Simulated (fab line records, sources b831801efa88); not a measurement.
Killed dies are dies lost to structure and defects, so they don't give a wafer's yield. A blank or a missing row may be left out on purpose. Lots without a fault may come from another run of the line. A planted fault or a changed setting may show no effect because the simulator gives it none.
Which tool did it? | flow gf180mcu | 7 lots, 21 wafers sampled, at 2 steps of a route of 602

WHAT THE GAUGES READ, wafer by wafer
GF_M1_THK_MEAS_06: measures by xrf.
lot  | measured     | on            | M1_ALCU_THK (nm)
L725 | day 16 10:55 | film_metro-03 | 447 448 456
L735 | day 20 09:26 | film_metro-01 | 457 457 448
L738 | day 21 08:40 | film_metro-01 | 451 454 450
L741 | day 22 07:40 | film_metro-03 | 456 447 445
L743 | day 23 02:13 | film_metro-04 | 448 450 454
L745 | day 23 14:23 | film_metro-01 | 451 450 448
L747 | day 24 09:46 | film_metro-04 | 455 454 460

WHICH TOOL RAN EACH LOT (tool, then ch and the chambers of the sampled wafers, then the start)
lot  | GF_SAB_WET_ETCH_12
L725 | wet_bench-04 ch 0, day 15 10:07
L735 | wet_bench-02 ch 3, day 19 05:10
L738 | wet_bench-04 ch 0, day 20 04:55
L741 | wet_bench-01 ch 0, day 21 05:22
L743 | wet_bench-01 ch 3, day 21 23:25
L745 | wet_bench-04 ch 3, day 22 12:40
L747 | wet_bench-01 ch 1, day 23 08:16
- GF_SAB_WET_ETCH_12: etches SiO2 in dHF, target depth 22 nm, time 440 s.

THE ANSWER, worked out from the rows above alone
Rule: what is usual is taken from the lots themselves. Put in order of their means at a reading, lots are off if they are a third of the lots or fewer, leave a main group of 4 or more, and stand apart from it by a gap of 3 or more times the standard deviation of the main group's means; of several such gaps the widest counts. A main group whose means are all the same, to the digits that the tables above print for the reading, isn't used. A lot without any number at a reading at which 4 lots or more have one is off too. The other lots that the step has rows for count as sound.
No lot is off at any reading shown: from this, nothing can be told.

WHAT THE SIMULATOR HAD PUT IN
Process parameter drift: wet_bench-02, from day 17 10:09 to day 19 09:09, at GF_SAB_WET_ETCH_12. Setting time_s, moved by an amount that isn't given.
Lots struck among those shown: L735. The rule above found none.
